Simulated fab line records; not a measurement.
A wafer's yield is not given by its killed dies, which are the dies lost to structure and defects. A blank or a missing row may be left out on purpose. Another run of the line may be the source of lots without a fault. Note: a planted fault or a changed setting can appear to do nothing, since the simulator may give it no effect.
Matching of chambers    flow gf180mcu    3 sister chambers for GF_V3_CVD_02 on pecvd-01
The step deposits SiO2 from TEOS, target thk 850 nm, time 94.851 s. 14 wafers are shown with their chamber, then 7 later ones without.

## WAFERS, EACH WITH ITS CHAMBER
wafer   chamber  heater-power-w (W)
L074.2  0        553
L074.3  2        930
L074.5  1        529
L079.2  1        617
L079.3  0        688
L079.6  2        865
L081.1  2        838
L081.2  1        599
L081.3  0        712
L081.4  1        652
L081.5  0        570
L081.6  2        862
L095.2  2        917
L095.4  2        765

SIGNATURES (means of the wafers above)
reading         chamber 0  chamber 1  chamber 2  scatter within a chamber
heater-power-w  630.75     599.25     862.83     64.2
Rule: for a wafer and a chamber, the distance is found by dividing, reading by reading, the gap between the wafer's reading and the chamber's mean by the reading's scatter, squaring, summing and taking the root. The wafer belongs to the nearest chamber; if the next one is less than 2 further off, it can't be placed. How the scatter is found: for the shown wafers, subtract from each reading the mean of its chamber, square and add these, divide the total by (wafers less chambers), then take the root.

## WAFERS WHOSE CHAMBER IS MISSING
wafer   heater-power-w (W)
L095.6  639
L096.3  710
L096.5  563
L096.6  622
L097.1  640
L097.2  953
L097.4  669

## THE CHAMBER EACH PASSED THROUGH
wafer   from the rows above           in truth
L095.6  can't be placed: 0 or 1       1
L096.3  can't be placed: 0 or 1 or 2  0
L096.5  can't be placed: 1 or 0       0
L096.6  can't be placed: 0 or 1       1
L097.1  can't be placed: 0 or 1       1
L097.2  2                             2
L097.4  can't be placed: 0 or 1       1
Placed correctly: 1 of 7. Cannot be placed on the basis of these rows: 6; the candidates contain the true chamber in 6. Wrongly placed: 0.
